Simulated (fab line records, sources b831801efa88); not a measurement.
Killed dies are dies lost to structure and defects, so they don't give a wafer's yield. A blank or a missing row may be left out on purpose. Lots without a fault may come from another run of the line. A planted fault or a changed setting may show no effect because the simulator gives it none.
A struck lot beside a sound one | flow sky130 | 20 steps out of a route of 708
Sound: wafers L119.4, L119.5, L119.6. Struck: wafers L129.2, L129.3, L129.6. The cause comes at the end.
At each step with rows: each side's tool, then ch and its chambers, then its first start. Under that, the readings that differ: sound wafers | struck wafers | difference of the means | sigmas: that difference in standard deviations of wafers without a fault.
alike: readings whose means differ by less than 2 such deviations, and words and numbers that are the same on both sides. not compared: withheld readings, readings that some wafer has no value for, bounds like >300 that may hide the same value, and numbers for which the record gives no deviation and whose values overlap.
The two part at a step that has a row with sigmas, a row that says differs or no value, or rows on one side only. Numbers that don't overlap but have no deviation are shown without sigmas and don't part them. A reading that every wafer of one side lacks parts them only if that side has two wafers or more.

SKY_FIELD_ISO_BOW_MEAS_00:
  sound on film_metro-03, day 2 21:04; struck on film_metro-03, day 4 23:01
  alike: INCOMING_BOW
then, 1 step without rows for these wafers: SKY_FIELD_ISO_OXIDATION_01 (stabilise 600 s, purge 300 s, target thk 12 nm).
SKY_FIELD_ISO_THK_MEAS_02:
  sound on film_metro-03, day 2 22:40; struck on film_metro-01, day 5 00:42
  alike: FIELD_ISO_OXIDATION_00_THK
then, 1 step without rows for these wafers: SKY_FIELD_ISO_CVD_03 (deposits Si3N4 from DCS/NH3, target thk 165 nm, time 2830 s).
SKY_FIELD_ISO_THK_MEAS_04:
  sound on film_metro-01, day 3 01:13; struck on film_metro-03, day 5 03:42
  alike: FIELD_ISO_CVD_03_THK
then, 5 steps without rows for these wafers: SKY_FIELD_ISO_DEHYDRATE_05 (time 60 s); SKY_FIELD_ISO_HMDS_06 (prime time 60 s); SKY_FIELD_ISO_COAT_07 (resist thk 60 nm); SKY_FIELD_ISO_COAT_08 (resist thk 450 nm); SKY_FIELD_ISO_SOFTBAKE_09 (time 90 s).
SKY_FIELD_ISO_EXPOSE_10: exposes mask FOM, target cd 150 nm.
  sound on krf_scanner-01 ch 0, day 3 09:51; struck on krf_scanner-01 ch 0, day 5 12:34
  reading | sound             | struck                     | difference | sigmas
  mask    | FOM#0 FOM#0 FOM#0 | FOM_R1#0 FOM_R1#0 FOM_R1#0 | differs    |
then, 2 steps without rows for these wafers: SKY_FIELD_ISO_PEB_11; SKY_FIELD_ISO_DEVELOP_12 (develop time 60 s).
SKY_FIELD_ISO_CD_MEAS_13: target cd 150 nm.
  sound on cd_sem-01, day 3 17:28; struck on cd_sem-01, day 5 21:59
  reading    | sound             | struck            | difference | sigmas
  cd_nm (nm) | 150.5 151.1 150.7 | 134.8 132.4 132.9 | -17.4      | -10
  not compared: hold
SKY_FIELD_ISO_ETCH_14: etches BARC in N2/H2, stops on SiO2, time 45.9 s, target depth 60 nm.
  sound on rie_diel-02 ch 0,1,3, day 3 17:31; struck on rie_diel-03 ch 0,1, day 6 00:42
  reading                    | sound             | struck                                                                     | difference                   | sigmas
  hold                       | - - -             | await_dispo/2.6h/release await_dispo/2.6h/release await_dispo/2.6h/release | no value on the sound wafers |
  model.FIELD_ISO.cd_nm (nm) | 150.4 151.5 150.4 | 134.8 132.1 133.2                                                          | -17.4                        |
  alike: drypump_motor_current_A, h2_flow_sccm, oes_product_au, throttle_valve_pct
  not compared: rf_hours_counter_h
SKY_FIELD_ISO_ETCH_15: etches the open film in CHF3/O2, stops on Si, target depth 180 nm, time 72 s.
  sound on rie_diel-02 ch 0,1,3, day 3 17:34; struck on rie_diel-03 ch 0,1, day 6 00:45
  alike: drypump_motor_current_A, oes_product_au, throttle_valve_pct
  not compared: rf_hours_counter_h
SKY_FIELD_ISO_STRIP_16: strips in O2/N2.
  sound on plasma_asher-04 ch 0,1, day 3 17:39; struck on plasma_asher-01 ch 0,1, day 6 00:48
  alike: drypump_motor_current_A, oes_product_au, strip_time_to_endpoint_s
  not compared: rf_hours_counter_h
SKY_FIELD_ISO_ETCH_17: etches Si in HBr/Cl2/O2, target depth 342 nm, time 97.7 s.
  sound on rie_si-01 ch 0,3, day 3 17:43; struck on rie_si-01 ch 0,1,3, day 6 00:54
  reading                    | sound         | struck          | difference | sigmas
  model.FIELD_ISO.cd_nm (nm) | 149.4 154 149 | 136 133.2 133.8 | -16        |
  alike: HBr_flow_sccm, drypump_motor_current_A, oes_product_au, throttle_valve_pct
  not compared: rf_hours_counter_h
then, 1 step without rows for these wafers: SKY_FIELD_ISO_WET_ETCH_18 (etches Si3N4 in H3PO4, target depth 25 nm, time 286 s).
-- the record jumps here: 44 days lie between the struck wafers' starts before and after (it left off in module FIELD_ISO and takes up again in module PAD_OPEN, whose first step shown is number 708 of the route) --
SKY_PAD_OPEN_PROBE_99:
  sound on prober-02, day 47 19:03; struck on prober-02, day 49 18:59
  reading                                | sound             | struck            | difference | sigmas
  killed_at_front_end                    | 14 6 9            | 30 34 27          | +21        | +4
  model.etest.pfet_g5v0d10v5.r_on_ohm_um | 4768 4773 4719    | 4812 4816 4925    | +98        |
  model.etest.res_pdiff.line_ohm_um      | 1372 1328 1366    | 1500 1546 1523    | +168       |
  model.etest.res_ndiff.line_ohm_um      | 786.2 750.2 785.9 | 848.3 865.6 846.9 | +79.5      |
  model.etest.sram_nfet_pass.drive_ua_um | 462.3 500.1 480.3 | 442.5 433.2 436.8 | -43.4      |
  model.etest.res_ndiff.width_nm (nm)    | 156.8 161.4 156.3 | 144 140 141.1     | -16        |
  model.etest.res_pdiff.width_nm (nm)    | 144.1 148.9 142.7 | 130.5 127.4 127.9 | -16.6      |
  alike: killed_at_M0_to_M3, killed_at_M4_up, killed_at_contacts, killed_at_other, killed_dies, killed_open, killed_short
  not compared: model.etest.sonos_uncharged.r_on_ohm_um, model.etest.sram_pfet_latch.drive_ua_um

WHERE THEY PART
First at SKY_FIELD_ISO_EXPOSE_10; last, within this record, at SKY_PAD_OPEN_PROBE_99.

WHY: what the simulator had put in
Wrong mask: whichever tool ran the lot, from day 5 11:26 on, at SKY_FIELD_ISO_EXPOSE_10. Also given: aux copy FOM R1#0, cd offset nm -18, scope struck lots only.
